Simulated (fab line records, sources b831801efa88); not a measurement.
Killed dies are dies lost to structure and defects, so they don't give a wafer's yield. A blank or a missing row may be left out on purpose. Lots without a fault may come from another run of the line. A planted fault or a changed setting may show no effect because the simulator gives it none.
Problem report in the 8D (eight disciplines) form, filled by code | flow sfq_line | the parts of the form that need people (team, actions taken, sign-off) are left out

1. THE PROBLEM
rf_fwd_power_W at SFQ_TRILAYER_M1_ETCH_METAL_ETCH_042 reads a mean of 501.4 W on 4 wafers of 2 lots; wafers without a fault read 596.5 W with a standard deviation of 2. That is -48 standard deviations from the usual mean.
The step: etches Nb in Cl2/Ar, stops on SiO2, target depth 240 nm, time 120 s.
First seen on wafer L637.1, day 26 06:21, on rie_metal-03. The record holds 18 wafers of 6 lots with a number at this step. Rule for "out", or "out of limits": more than 4 standard deviations from the usual mean. The other wafers with a number count as sound.

2. WHAT IT IS AND WHAT IT IS NOT
question                    | is                             | is not
which readings at this step | rf_fwd_power_W                 | drypump_motor_current_A, oes_product_au
which lots                  | L637, L638                     | L634, L650, L651, L655
which wafers of those lots  | L637.1, L637.4, L638.2, L638.4 | L637.3, L638.1
read on which tools         | rie_metal-03                   | rie_metal-02, rie_metal-04
when                        | from day 26 06:21              | up to then (4 sound wafers); but 10 sound wafers of L638, L650, L651, L655 came after

3. SUSPECTS, AND WHAT RULES EACH OUT
Counting: a tool at a process step up to the reading stays a suspect if it ran every lot that is out. Sound lots after the first of them don't rule it out here, since some wafers of a struck lot are sound.
- rie_metal-03 at SFQ_TRILAYER_M1_BARC_OPEN_METAL_ETCH_054 (etches BARC in O2, target depth 125 nm, time 41.7 s): kept. It ran every lot that is out, first L637 (day 26 06:17).
- rie_metal-03 at SFQ_TRILAYER_M1_ETCH_METAL_ETCH_042 (etches Nb in Cl2/Ar, stops on SiO2, target depth 240 nm, time 120 s): kept. It ran every lot that is out, first L637 (day 26 06:21). Its own readings are out on those wafers: rf_fwd_power_W.
- Within rie_metal-03 at SFQ_TRILAYER_M1_BARC_OPEN_METAL_ETCH_054: the wafers that are out ran in chamber 0; their sound lot-mates ran in chamber 1.
- Within rie_metal-03 at SFQ_TRILAYER_M1_ETCH_METAL_ETCH_042: the wafers that are out ran in chamber 0; their sound lot-mates ran in chamber 1.
Left after counting: rie_metal-03 at SFQ_TRILAYER_M1_BARC_OPEN_METAL_ETCH_054, rie_metal-03 at SFQ_TRILAYER_M1_ETCH_METAL_ETCH_042.

4. THE CAUSE (what the simulator had put in)
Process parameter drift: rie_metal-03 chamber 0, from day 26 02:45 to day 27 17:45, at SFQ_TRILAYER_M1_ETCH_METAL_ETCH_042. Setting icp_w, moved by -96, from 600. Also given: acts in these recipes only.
Counting left 2 suspects, and this tool is among them.

5. THE CHAIN OF EFFECTS, in route order
Each row: a reading whose mean over the struck wafers that have a number lies more than 3 standard deviations from the usual. Only readings for which the record gives a usual standard deviation are gone through. hours: the time from each lot's start at the first step in this table that gives one to its start at this step, as a median over the lots. sigmas: the change in usual standard deviations.
hours | step                                | reading        | usual   | on struck wafers | change | sigmas
0     | SFQ_TRILAYER_M1_ETCH_METAL_ETCH_042 | rf_fwd_power_W | 596.5 W | 501.4            | -95.1  | -48
The process steps in it:
- SFQ_TRILAYER_M1_ETCH_METAL_ETCH_042: etches Nb in Cl2/Ar, stops on SiO2, target depth 240 nm, time 120 s.

6. WHAT WOULD HAVE CAUGHT IT SOONER
In this record the first reading out of limits was taken at day 26 06:21, 4 hours after the fault began at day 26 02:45.
